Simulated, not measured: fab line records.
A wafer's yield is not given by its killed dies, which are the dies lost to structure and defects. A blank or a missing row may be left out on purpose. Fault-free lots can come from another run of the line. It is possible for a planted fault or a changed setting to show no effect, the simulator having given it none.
A lot that was struck, set against a sound lot	flow sfq_line	18 out of 325 route steps
Sound: these wafers, L328.2, L328.3, L328.5. Struck: wafer L337.3; the same lot's L337.4 was not struck, so it is left out; see the end for the cause.
Per side, at each step with rows, come the tool, then ch with its chambers, and then its first start. Under that, the readings that differ: sound wafers	struck wafers	difference of the means	sigmas: that difference in standard deviations of wafers without a fault.
alike: a reading whose means differ by less than 2 such deviations, as well as words and numbers matching on both sides. not compared: withheld readings; readings where some wafer has no value; bounds like >300 that might hide an equal value; numbers whose values overlap and for which the record gives no deviation.
The two part at a step that has a row with sigmas, a row that says differs or no value, or rows on one side only. Non-overlapping numbers with no deviation appear without sigmas and do not part them. A reading missing from all wafers of one side parts the sides only when that side holds two or more wafers.

SFQ_I2_OVL_MEAS_918:
  sound: overlay-01 at day 29 06:58; struck: overlay-02 at day 40 07:51
  alike: I2_OVL
SFQ_TRILAYER_I2_VIA_BARC_OPEN_VIA_ETCH_096: etches BARC in O2, target depth 125 nm, time 41.7 s.
  sound on rie_diel-01 ch 2,3, day 29 07:00; struck on rie_diel-01 ch 1, day 40 07:53
  alike: drypump_motor_current_A, oes_product_au
  not compared: rf_hours_counter_h
SFQ_TRILAYER_I2_VIA_ETCH_VIA_ETCH_070: etches SiO2 in CHF3, stops on Nb, target depth 260 nm.
  sound on rie_diel-01 ch 2,3, day 29 07:04; struck on rie_diel-01 ch 1, day 40 07:55
  alike: drypump_motor_current_A, oes_product_au
SFQ_TRILAYER_I2_VIA_STRIP_STRIP_071: strips in O2.
  sound on rie_metal-03 ch 0,1, day 29 07:13; struck on rie_metal-01 ch 1, day 40 08:14
  alike: drypump_motor_current_A, he_backside_leak_sccm, oes_product_au
  not compared: rf_hours_counter_h
then, 2 steps without rows for these wafers: SFQ_TRILAYER_I2_VIA_STRIP_SOLV_CLEAN_072 (cleans in NMP, time 600 s); SFQ_TRILAYER_M3_DEP_PRE_CLEAN_074 (time 22.5 s).
SFQ_TRILAYER_M3_DEP_SPUTTER_073: material Nb, target thk 200 nm, time 133.3 s.
  sound: pvd_sputter-03 at day 29 08:02; struck: pvd_sputter-04 at day 40 08:51
  alike: resputter_cathode_voltage_v, throttle_valve_pct
SFQ_M3_RS_MEAS_919: measurement is done with a four-point probe.
  sound: film_metro-03 at day 29 08:08; struck: film_metro-04 at day 40 08:59
  alike: M3_NB_RS
then, 3 steps without rows for these wafers: SFQ_TRILAYER_M3_LITHO_COAT_080 (resist thk 62 nm); SFQ_TRILAYER_M3_LITHO_COAT_075 (resist thk 600 nm); SFQ_TRILAYER_M3_LITHO_SOFTBAKE_079.
SFQ_TRILAYER_M3_LITHO_EXPOSE_076: exposes mask M3, target cd 500 nm.
  sound on krf_scanner-01 ch 0, day 35 19:23; struck on krf_scanner-02 ch 0, day 40 10:16
reading	sound	struck	difference	sigmas
reticle_temp_C (C)	22.85 22.83 22.92	23.17	+0.30	+3
  alike: mask, exposure_dose_mJ_cm2
then, 2 steps without rows for these wafers: SFQ_TRILAYER_M3_LITHO_PEB_078 (peb time 60 s); SFQ_TRILAYER_M3_LITHO_DEVELOP_077 (time 60 s).
SFQ_M3_OVL_MEAS_921:
  sound: overlay-01 at day 35 20:41; struck: overlay-01 at day 40 11:23
reading	sound	struck	difference	sigmas
M3_OVL (nm)	14 5 6	-8	-16	-3
SFQ_TRILAYER_M3_BARC_OPEN_METAL_ETCH_100: etches BARC in O2, target depth 125 nm, time 41.7 s.
  sound on rie_metal-03 ch 0,1, day 35 20:43; struck on rie_metal-02 ch 0, day 40 11:26
reading	sound	struck	difference	sigmas
model.M3.cd_nm (nm)	498.4 499.5 498.4	467.6	-31.2	
  alike: drypump_motor_current_A, he_backside_leak_sccm, oes_product_au
  not compared: rf_hours_counter_h
SFQ_TRILAYER_M3_ETCH_METAL_ETCH_078: etches Nb in Cl2/Ar, stops on SiO2, target depth 240 nm, time 120 s.
  sound on rie_metal-03 ch 0,1, day 35 20:46; struck on rie_metal-02 ch 0, day 40 11:31
reading	sound	struck	difference	sigmas
he_backside_leak_sccm (sccm)	3.21 3.51 3.24	3.97	+0.65	+3
model.M3.cd_nm (nm)	497.6 498.9 498.2	468.7	-29.5	
  alike: drypump_motor_current_A, oes_product_au
  not compared: rf_hours_counter_h
SFQ_TRILAYER_M3_STRIP_STRIP_079: strips in O2.
  sound on rie_metal-03 ch 0,1, day 35 20:54; struck on rie_metal-02 ch 0, day 40 11:47
  alike: drypump_motor_current_A, he_backside_leak_sccm, oes_product_au
  not compared: rf_hours_counter_h

WHERE THEY PART
At SFQ_TRILAYER_M3_LITHO_EXPOSE_076 first; at SFQ_TRILAYER_M3_ETCH_METAL_ETCH_078 last (within this record only). Later steps at which nothing parts them and some readings are alike: SFQ_TRILAYER_M3_STRIP_STRIP_079.

WHY: what had been put in by the simulator
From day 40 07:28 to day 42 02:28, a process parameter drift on krf_scanner-02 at SFQ_TRILAYER_M3_LITHO_EXPOSE_076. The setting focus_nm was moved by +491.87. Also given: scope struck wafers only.
